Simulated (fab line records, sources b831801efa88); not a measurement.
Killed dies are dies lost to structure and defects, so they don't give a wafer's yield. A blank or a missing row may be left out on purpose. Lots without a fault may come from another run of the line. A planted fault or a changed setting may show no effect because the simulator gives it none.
Chamber matching | flow sfq_line | SFQ_TRILAYER_I4_VIA_ETCH_VIA_ETCH_106 on rie_diel-02: 4 sister chambers
The step etches SiO2 in CHF3, stops on Nb, target depth 260 nm. 15 wafers are shown with their chamber, then 7 later ones without.

WAFERS WITH THEIR CHAMBER
wafer  | chamber | rf_fwd_power_W (W) | oes_product_au (a.u.)
L218.1 | 1       | 500.1              | 0.852
L218.2 | 2       | 498.6              | 0.857
L218.6 | 2       | 497.4              | 0.853
L222.3 | 0       | 499.2              | 0.854
L222.4 | 1       | 498.1              | 0.861
L222.6 | 3       | 497.4              | 0.856
L224.1 | 3       | 497.2              | 0.858
L224.2 | 2       | 498.6              | 0.856
L224.4 | 0       | 497.2              | 0.864
L225.4 | 1       | 497.0              | 0.847
L225.5 | 2       | 496.8              | 0.859
L225.6 | 3       | 496.5              | 0.856
L226.2 | 3       | 496.8              | 0.868
L226.3 | 2       | 500.7              | 0.860
L226.4 | 0       | 498.4              | 0.854

SIGNATURES (means of the wafers above)
reading        | chamber 0 | chamber 1 | chamber 2 | chamber 3 | scatter within a chamber
rf_fwd_power_W | 498.267   | 498.400   | 498.420   | 496.975   | 1.22
oes_product_au | 0.85733   | 0.85333   | 0.85700   | 0.85950   | 0.00519
Rule: a wafer's distance from a chamber is the root of the sum, over the readings, of the square of ((its reading less the chamber's mean) divided by the reading's scatter). The wafer belongs to the nearest chamber; if the next one is less than 2 further off, it can't be placed. The scatter: the root of (the sum of the squares of (reading less its chamber's mean) over the shown wafers, divided by (wafers less chambers)).

WAFERS WITHOUT THEIR CHAMBER
wafer  | rf_fwd_power_W (W) | oes_product_au (a.u.)
L234.2 | 498.9              | 0.855
L234.3 | 496.0              | 0.859
L234.5 | 499.1              | 0.864
L236.4 | 498.6              | 0.860
L236.6 | 497.9              | 0.849
L237.1 | 497.6              | 0.855
L237.5 | 499.6              | 0.849

WHICH CHAMBER EACH WENT THROUGH
wafer  | from the rows above               | in truth
L234.2 | can't be placed: 1 or 2 or 0 or 3 | 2
L234.3 | can't be placed: 3 or 0 or 2 or 1 | 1
L234.5 | can't be placed: 0 or 2 or 3 or 1 | 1
L236.4 | can't be placed: 0 or 2 or 1 or 3 | 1
L236.6 | can't be placed: 1 or 2 or 0 or 3 | 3
L237.1 | can't be placed: 0 or 1 or 2 or 3 | 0
L237.5 | can't be placed: 1 or 2 or 0 or 3 | 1
Placed correctly: 0 of 7. Can't be placed from these rows: 7 (the true chamber is among the candidates in 7). Placed wrongly: 0.
